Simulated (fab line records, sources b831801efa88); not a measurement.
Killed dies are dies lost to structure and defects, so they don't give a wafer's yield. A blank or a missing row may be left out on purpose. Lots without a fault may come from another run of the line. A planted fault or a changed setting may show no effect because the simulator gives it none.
Which tool did it? | flow gf180mcu | 14 lots, 41 wafers sampled, at 4 steps of a route of 602

WHAT THE GAUGES READ, wafer by wafer
GF_HV_LDD_CD_MEAS_07: target cd 400 nm.
lot  | measured     | on        | cd_nm (nm)
L327 | day 10 08:04 | cd_sem-02 | 397.0 398.3 399.8
L328 | day 10 18:38 | cd_sem-01 | 401.2 401.0 400.0
L330 | day 11 13:41 | cd_sem-02 | 402.4 400.3 403.4
L331 | day 11 13:59 | cd_sem-02 | 396.5 400.0 397.1
L332 | day 11 19:47 | cd_sem-02 | 403.0 402.7 401.1
L335 | day 12 10:20 | cd_sem-02 | 402.2 403.9 402.5
L336 | day 13 02:07 | cd_sem-01 | 400.7 398.7 399.1
L338 | day 13 11:09 | cd_sem-01 | 399.6 399.1 397.8
L345 | day 15 10:04 | cd_sem-01 | 397.7 400.0 399.5
L346 | day 15 20:08 | cd_sem-02 | 402.0 403.5 407.6
L347 | day 16 05:20 | cd_sem-02 | 402.2 404.3 401.9
L348 | day 16 06:37 | cd_sem-01 | 398.4 397.5 397.1
L349 | day 16 12:56 | cd_sem-02 | 399.8 399.8
L350 | day 16 15:41 | cd_sem-01 | 400.6 403.0 401.9

GF_SAB_OVL_MEAS_10.
lot  | measured     | on         | SAB_OVL (nm)
L327 | day 15 08:22 | overlay-02 | -0.2 0.7 0.0
L328 | day 15 22:12 | overlay-01 | -0.5 -0.1 1.3
L330 | day 16 21:45 | overlay-01 | -1.0 0.2 1.1
L331 | day 16 22:57 | overlay-02 | 0.2 -0.9 -0.5
L332 | day 17 03:12 | overlay-02 | 1.6 2.9 -0.2
L335 | day 18 00:24 | overlay-01 | -0.6 0.6 0.4
L336 | day 18 20:21 | overlay-01 | 1.4 -0.2 1.6
L338 | day 19 05:56 | overlay-02 | 0.4 -0.7 0.6
L345 | day 21 12:51 | overlay-02 | 0.4 -1.1 -1.0
L346 | day 22 00:28 | overlay-01 | -1.6 1.4 0.4
L347 | day 22 06:40 | overlay-02 | 0.2 0.1 1.0
L348 | day 22 09:08 | overlay-01 | -2.6 -1.6 -0.8
L349 | day 22 14:57 | overlay-01 | -2.0 0.0
L350 | day 22 15:53 | overlay-01 | -2.8 0.2 -0.1

WHICH TOOL RAN EACH LOT (tool, then ch and the chambers of the sampled wafers, then the start)
lot  | GF_DUAL_GATE_DEVELOP_10           | GF_POLY_GATE_ETCH_12
L327 | litho_track-03 ch 0, day 8 09:39  | rie_diel-01 ch 1,3, day 9 09:22
L328 | litho_track-03 ch 0, day 8 18:30  | rie_diel-02 ch 0,3, day 9 18:59
L330 | litho_track-02 ch 0, day 9 10:20  | rie_diel-01 ch 1,2,3, day 10 11:38
L331 | litho_track-03 ch 0, day 9 10:33  | rie_diel-04 ch 0,1,3, day 10 12:17
L332 | litho_track-02 ch 0, day 9 21:17  | rie_diel-01 ch 0,1,3, day 10 20:43
L335 | litho_track-02 ch 0, day 10 11:38 | rie_diel-01 ch 0,3, day 11 13:50
L336 | litho_track-02 ch 0, day 11 02:17 | rie_diel-04 ch 0,1,2, day 12 02:02
L338 | litho_track-03 ch 0, day 11 10:02 | rie_diel-02 ch 0,1,2, day 12 09:14
L345 | litho_track-03 ch 0, day 13 09:23 | rie_diel-04 ch 1,2, day 14 09:29
L346 | litho_track-04 ch 0, day 13 19:19 | rie_diel-02 ch 2,3, day 14 20:35
L347 | litho_track-03 ch 0, day 14 02:48 | rie_diel-01 ch 1,2, day 15 04:53
L348 | litho_track-02 ch 0, day 14 06:14 | rie_diel-01 ch 0,2,3, day 15 07:11
L349 | litho_track-02 ch 0, day 14 11:44 | rie_diel-04 ch 0,3, day 15 13:14
L350 | litho_track-03 ch 0, day 14 15:23 | rie_diel-04 ch 1,2, day 15 16:20
- GF_DUAL_GATE_DEVELOP_10: develop time 60 s.
- GF_POLY_GATE_ETCH_12: etches BARC in N2/H2.

WHAT THE TOOLS THEMSELVES READ (means of the sampled wafers that have a number; where no wafer has one, the mark that the record gives instead)
GF_DUAL_GATE_DEVELOP_10.
lot  | tool           | developer_temp_C (C)
L327 | litho_track-03 | 22.96
L328 | litho_track-03 | 23.05
L330 | litho_track-02 | 23.06
L331 | litho_track-03 | 23.12
L332 | litho_track-02 | 22.97
L335 | litho_track-02 | 25.31
L336 | litho_track-02 | 25.30
L338 | litho_track-03 | 23.03
L345 | litho_track-03 | 22.93
L346 | litho_track-04 | 23.06
L347 | litho_track-03 | 23.09
L348 | litho_track-02 | 22.99
L349 | litho_track-02 | 22.92
L350 | litho_track-03 | 22.85

GF_POLY_GATE_ETCH_12.
lot  | tool        | drypump_motor_current_A (A) | oes_product_au (a.u.) | throttle_valve_pct (%)
L327 | rie_diel-01 | 5.1                         | 0.731                 | 13.217
L328 | rie_diel-02 | 5.0                         | 0.735                 | 13.209
L330 | rie_diel-01 | 5.3                         | 0.735                 | 13.215
L331 | rie_diel-04 | 5.7                         | 0.739                 | 13.220
L332 | rie_diel-01 | 5.4                         | 0.736                 | 13.221
L335 | rie_diel-01 | 5.5                         | 0.739                 | 13.219
L336 | rie_diel-04 | 5.6                         | 0.732                 | 13.216
L338 | rie_diel-02 | 5.5                         | 0.736                 | 13.219
L345 | rie_diel-04 | 5.6                         | 0.733                 | 13.217
L346 | rie_diel-02 | 5.5                         | 0.731                 | 13.215
L347 | rie_diel-01 | 5.4                         | 0.739                 | 13.222
L348 | rie_diel-01 | 5.7                         | 0.733                 | 13.214
L349 | rie_diel-04 | 5.6                         | 0.738                 | 13.202
L350 | rie_diel-04 | 5.6                         | 0.732                 | 13.211

THE ANSWER, worked out from the rows above alone
Rule: what is usual is taken from the lots themselves. Put in order of their means at a reading, lots are off if they are a third of the lots or fewer, leave a main group of 4 or more, and stand apart from it by a gap of 3 or more times the standard deviation of the main group's means; of several such gaps the widest counts. A main group whose means are all the same, to the digits that the tables above print for the reading, isn't used. A lot without any number at a reading at which 4 lots or more have one is off too. The other lots that the step has rows for count as sound. The gauges are gone through in route order, then the tools' own readings, and for those a lot's mean is taken as printed above. The first step at which some lot is off is used, and at that step the reading that is off furthest; a lot without a number counts as furthest.
Off: L335, L336, at GF_DUAL_GATE_DEVELOP_10 (developer_temp_C). The main group: mean 23.00 C, standard deviation 0.076.
A tool fits if, at that step or a process step before it, it ran every lot that is off, and no sound lot after the first of them. None of those tried fits.

WHAT THE SIMULATOR HAD PUT IN
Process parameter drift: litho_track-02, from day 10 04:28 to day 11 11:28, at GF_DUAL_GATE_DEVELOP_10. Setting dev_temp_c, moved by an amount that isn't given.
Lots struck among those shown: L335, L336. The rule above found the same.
